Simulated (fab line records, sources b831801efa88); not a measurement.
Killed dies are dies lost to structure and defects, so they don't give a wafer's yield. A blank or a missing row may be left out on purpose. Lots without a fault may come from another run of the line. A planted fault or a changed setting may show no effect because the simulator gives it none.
A struck lot beside a sound one | flow sky130 | 18 steps out of a route of 708
Sound: wafers L683.1, L683.2, L683.3. Struck: wafers L691.1, L691.2, L691.5. The cause comes at the end.
At each step with rows: each side's tool, then ch and its chambers, then its first start. Under that, the readings that differ: sound wafers | struck wafers | difference of the means | sigmas: that difference in standard deviations of wafers without a fault.
alike: readings whose means differ by less than 2 such deviations, and words and numbers that are the same on both sides. not compared: withheld readings, readings that some wafer has no value for, bounds like >300 that may hide the same value, and numbers for which the record gives no deviation and whose values overlap.
The two part at a step that has a row with sigmas, a row that says differs or no value, or rows on one side only. Numbers that don't overlap but have no deviation are shown without sigmas and don't part them. A reading that every wafer of one side lacks parts them only if that side has two wafers or more.

first, 4 steps without rows for these wafers: SKY_PWDE_SOFTBAKE_03; SKY_PWDE_EXPOSE_04 (exposes mask PWDEM, target cd 840 nm); SKY_PWDE_PEB_05; SKY_PWDE_DEVELOP_06 (develop time 60 s).
SKY_PWDE_OVL_MEAS_07:
  sound on overlay-01, day 5 09:11; struck on overlay-02, day 7 04:36
  alike: PWDE_OVL
then, 1 step without rows for these wafers: SKY_PWDE_IMPLANT_08.
SKY_PWDE_STRIP_09: strips in O2/N2.
  sound on plasma_asher-04 ch 0,1, day 5 09:22; struck on plasma_asher-04 ch 0,1, day 7 04:47
  alike: drypump_motor_current_A, oes_product_au, strip_time_to_endpoint_s
  not compared: rf_hours_counter_h
SKY_PWDE_TW_MEAS_10:
  sound on film_metro-01, day 5 09:28; struck on film_metro-04, day 7 04:53
  alike: PWDE_TW
then, 4 steps without rows for these wafers: SKY_NWELL_DEHYDRATE_03 (time 60 s); SKY_NWELL_HMDS_04 (prime time 60 s); SKY_NWELL_COAT_05 (resist thk 3000 nm); SKY_NWELL_SOFTBAKE_06.
SKY_NWELL_EXPOSE_07: exposes mask NWM, target cd 840 nm.
  sound on iline_stepper-02 ch 0, day 5 18:21; struck on iline_stepper-02 ch 0, day 7 14:30
  reading                       | sound                | struck            | difference | sigmas
  model.NWELL.overlay_x_nm (nm) | -0.329 -0.329 -0.329 | 154.7 154.7 154.7 | +155.0     |
  alike: mask, exposure_dose_mJ_cm2
then, 2 steps without rows for these wafers: SKY_NWELL_PEB_08; SKY_NWELL_DEVELOP_09 (develop time 60 s).
SKY_NWELL_OVL_MEAS_10:
  sound on overlay-02, day 6 02:46; struck on overlay-01, day 8 00:29
  reading           | sound          | struck            | difference | sigmas
  NWELL_00_OVL (nm) | -0.6 -2.2 -2.1 | 153.5 156.6 155.7 | +156.9     | +99 or more
then, 1 step without rows for these wafers: SKY_NWELL_IMPLANT_11.
-- the record jumps here: 41 days lie between the struck wafers' starts before and after (it left off in module NWELL and takes up again in module PAD_OPEN, whose first step shown is number 708 of the route) --
SKY_PAD_OPEN_PROBE_99:
  sound on prober-01, day 47 16:35; struck on prober-01, day 49 03:25
  reading                                   | sound                         | struck                        | difference | sigmas
  model.etest.nfet_16v.r_on_ohm_um          | 1.414e+04 1.417e+04 1.4e+04   | 1.719e+04 1.698e+04 1.698e+04 | +2.947e+03 |
  model.etest.pfet_16v.r_on_ohm_um          | 1.599e+04 1.562e+04 1.556e+04 | 1.796e+04 1.809e+04 1.796e+04 | +2.280e+03 |
  model.etest.pfet_16v.drive_ua_um          | 239.1 242.6 244.2             | 194.5 192.7 194               | -48.2      |
  model.etest.nfet_16v.drive_ua_um          | 220 220.1 222.5               | 195.1 196.5 197.2             | -24.6      |
  model.etest.sram_nfet_pass.off_log10_a_um | -12.67 -12.33 -12.38          | -6.211 -5.601 -5.185          | +6.794     |
  alike: killed_at_M0_to_M3, killed_at_M4_up, killed_at_contacts, killed_at_front_end, killed_at_other, killed_dies, killed_open, killed_short

WHERE THEY PART
Only at SKY_NWELL_OVL_MEAS_10, within this record. Later steps at which nothing parts them and some readings are alike: SKY_PAD_OPEN_PROBE_99.

WHY: what the simulator had put in
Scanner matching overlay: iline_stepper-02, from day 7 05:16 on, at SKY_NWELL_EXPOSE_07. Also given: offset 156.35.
